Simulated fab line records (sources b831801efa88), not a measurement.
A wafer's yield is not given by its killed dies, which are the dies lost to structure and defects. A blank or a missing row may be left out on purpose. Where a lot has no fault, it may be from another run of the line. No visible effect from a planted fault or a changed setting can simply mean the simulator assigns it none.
Which of the tools did it?	flow gf180mcu	72 wafers from 24 lots sampled at 4 of the route's 602 steps

WHAT THE GAUGES READ, wafer by wafer
GF_STI_CD_MEAS_12 targets a cd of 220 nm. Usual: cd nm at 220.0 nm, with a standard deviation of 1.1.
lot	measured	on	cd nm (nm)	flag
L074	day 2 01:31	cd sem-02	219.6 219.0 219.6	
L075	day 2 07:01	cd sem-02	220.0 219.3 219.1	
L076	day 2 12:49	cd sem-01	219.6 218.8 219.2	
L077	day 2 17:37	cd sem-01	221.6 221.3 222.0	
L078	day 2 22:21	cd sem-01	218.7 220.7 219.7	
L079	day 3 02:52	cd sem-01	220.2 220.7 219.5	
L080	day 3 08:36	cd sem-02	222.4 221.9 220.9	
L081	day 3 13:31	cd sem-01	220.1 219.5 218.9	
L082	day 3 17:57	cd sem-01	220.2 218.7 220.0	
L083	day 3 23:09	cd sem-01	219.4 220.5 219.7	
L084	day 4 04:43	cd sem-01	220.7 222.2 222.1	
L085	day 4 09:58	cd sem-01	220.1 220.9 221.0	
L086	day 4 15:12	cd sem-02	218.6 218.1 218.3	
L087	day 4 20:43	cd sem-01	220.8 219.1 219.7	
L088	day 5 01:00	cd sem-01	218.6 219.2 219.4	
L089	day 5 06:57	cd sem-01	218.8 217.2 218.3	
L090	day 5 12:46	cd sem-01	220.8 218.9 220.9	
L091	day 5 16:18	cd sem-02	220.4 220.4 219.0	
L092	day 5 23:13	cd sem-01	219.5 220.8 220.1	
L093	day 6 04:37	cd sem-02	219.5 219.2 218.8	
L094	day 6 08:20	cd sem-02	223.6 222.0 220.8	
L095	day 6 13:57	cd sem-01	219.7 220.4 219.9	
L096	day 6 18:37	cd sem-02	219.9 219.4 219.2	
L097	day 6 23:45	cd sem-01	220.1 220.7 220.7	

GF_NWELL_TW_MEAS_11. Usual: NWELL_TW typically reads 1566, with standard deviation 19.
lot	measured	on	NWELL_TW	flag
L074	day 3 08:20	film metro-03	1572 1557 1567	
L075	day 3 13:00	film metro-04	1598 1587 1590	
L076	day 3 18:59	film metro-03	1561 1569 1563	
L077	day 3 23:20	film metro-01	1533 1534 1536	
L078	day 4 05:28	film metro-01	1550 1548 1544	
L079	day 4 09:44	film metro-03	1570 1566 1573	
L080	day 4 16:11	film metro-03	1563 1564 1565	
L081	day 4 21:08	film metro-04	1587 1593 1581	
L082	day 5 02:50	film metro-01	1541 1548 1544	
L083	day 5 07:55	film metro-04	1579 1585 1583	
L084	day 5 15:17	film metro-01	1540 1551 1551	
L085	day 5 20:08	film metro-01	1549 1544 1547	
L086	day 6 02:47	film metro-03	1572 1576 1571	
L087	day 6 08:17	film metro-04	1589 1581 1591	
L088	day 6 14:55	film metro-01	1555 1553 1539	
L089	day 6 20:02	film metro-03	1579 1586 1583	
L090	day 7 00:53	film metro-01	1525 1529 1532	
L091	day 7 04:59	film metro-04	1580 1580 1581	
L092	day 7 11:49	film metro-03	1575 1575 1566	
L093	day 7 17:10	film metro-03	1575 1568 1566	
L094	day 7 20:25	film metro-03	1579 1576 1571	
L095	day 8 02:23	film metro-01	1534 1543 1543	
L096	day 8 08:10	film metro-04	1589 1588 1593	
L097	day 8 13:14	film metro-04	1590 1600 1598	

GF_V1_BOW_MEAS_05. Usual: V1_BOW typically reads 84 um, with standard deviation 7.
lot	measured	on	V1_BOW (um)	flag
L074	day 16 23:59	film metro-04	94 92 92	
L075	day 17 06:45	film metro-02	76 79 81	
L076	day 17 15:22	film metro-04	82 80 101	
L077	day 18 07:01	film metro-04	86 82 80	
L078	day 18 14:37	film metro-02	89 90 86	
L079	day 18 21:43	film metro-04	82 77 76	
L080	day 19 09:03	film metro-04	74 76 84	
L081	day 19 18:50	film metro-02	83 96 78	
L082	day 20 06:43	film metro-04	85 83 88	
L083	day 20 12:39	film metro-02	79 82 88	
L084	day 21 02:40	film metro-01	93 92 85	
L085	day 21 08:43	film metro-04	75 75 68	
L086	day 21 19:27	film metro-02	92 87 91	
L087	day 22 06:16	film metro-02	82 92 90	
L088	day 22 12:42	film metro-02	78 78 70	
L089	day 22 15:25	film metro-04	87 78 96	
L090	day 23 01:07	film metro-01	86 76 82	
L091	day 23 10:55	film metro-02	90 87 84	
L092	day 23 19:33	film metro-04	79 88 89	
L093	day 24 00:13	film metro-04	87 85 85	
L094	day 24 06:16	film metro-01	83 77 70	
L095	day 24 14:40	film metro-04	92 78 86	
L096	day 24 22:56	film metro-04	84 85 86	
L097	day 25 06:32	film metro-01	95 99 81	

WHAT TOOL EACH LOT RAN ON (gives the tool, then ch and the chambers of the sampled wafers, and finally the start)
lot	GF_SALICIDE_RTA_08
L074	rtp anneal-02 ch 0, day 15 00:47
L075	rtp anneal-02 ch 0, day 15 07:30
L076	rtp anneal-02 ch 0, day 15 14:49
L077	rtp anneal-01 ch 0, day 16 05:01
L078	rtp anneal-01 ch 0, day 16 12:30
L079	rtp anneal-02 ch 0, day 16 19:16
L080	rtp anneal-01 ch 0, day 17 06:44
L081	rtp anneal-02 ch 0, day 17 16:37
L082	rtp anneal-02 ch 0, day 18 04:08
L083	rtp anneal-02 ch 0, day 18 10:25
L084	rtp anneal-02 ch 0, day 18 23:15
L085	rtp anneal-02 ch 0, day 19 05:23
L086	rtp anneal-02 ch 0, day 19 16:23
L087	rtp anneal-01 ch 0, day 20 02:28
L088	rtp anneal-02 ch 0, day 20 09:13
L089	rtp anneal-02 ch 0, day 20 12:26
L090	rtp anneal-02 ch 0, day 20 22:45
L091	rtp anneal-02 ch 0, day 21 09:08
L092	rtp anneal-01 ch 0, day 21 17:42
L093	rtp anneal-01 ch 0, day 21 21:24
L094	rtp anneal-01 ch 0, day 22 04:25
L095	rtp anneal-01 ch 0, day 22 14:19
L096	rtp anneal-01 ch 0, day 22 22:02
L097	rtp anneal-01 ch 0, day 23 05:59
- GF_SALICIDE_RTA_08: time 30 s.

WHAT THE TOOLS THEMSELVES READ (means of the sampled wafers that have a number; where no wafer has one, the mark that the record gives instead)
GF_SALICIDE_RTA_08. Usual: lamp power pct 15.4 %, standard deviation 0.33; wafer_temp_C_max 804.7, standard deviation 1.3.
lot	tool	lamp power pct (%)	wafer_temp_C_max	flag
L074	rtp anneal-02	15.7	803.7	
L075	rtp anneal-02	15.7	804.0	
L076	rtp anneal-02	15.7	804.7	
L077	rtp anneal-01	15.0	805.6	
L078	rtp anneal-01	15.0	806.0	
L079	rtp anneal-02	15.7	803.2	
L080	rtp anneal-01	15.0	805.3	
L081	rtp anneal-02	15.7	804.2	
L082	rtp anneal-02	15.7	804.8	
L083	rtp anneal-02	15.7	804.5	
L084	rtp anneal-02	15.7	804.5	
L085	rtp anneal-02	15.7	804.2	
L086	rtp anneal-02	15.7	804.0	
L087	rtp anneal-01	15.0	805.0	
L088	rtp anneal-02	15.7	803.4	
L089	rtp anneal-02	15.7	803.6	
L090	rtp anneal-02	15.7	803.3	
L091	rtp anneal-02	15.7	804.4	
L092	rtp anneal-01	15.0	807.1	
L093	rtp anneal-01	15.0	805.4	
L094	rtp anneal-01	15.0	807.1	
L095	rtp anneal-01	15.1	805.9	
L096	rtp anneal-01	15.0	805.5	
L097	rtp anneal-01	15.0	805.3	

THE ANSWER, worked out from the rows above alone
Rule: a lot counts as off when the mean over its wafers that have a number is more than 3 standard deviations away from the usual mean. Also off: a lot with no number at a reading for which 4 or more lots have one. The other lots that the step has rows for count as sound. The gauges are gone through in route order, then the tools' own readings, and for those a lot's mean is taken as printed above. At the first step where some lot is off, the reading lying furthest off is the one used; lots without a number count as furthest.
None of the lots is off at any reading shown; this tells nothing.

WHAT THE SIMULATOR PUT IN
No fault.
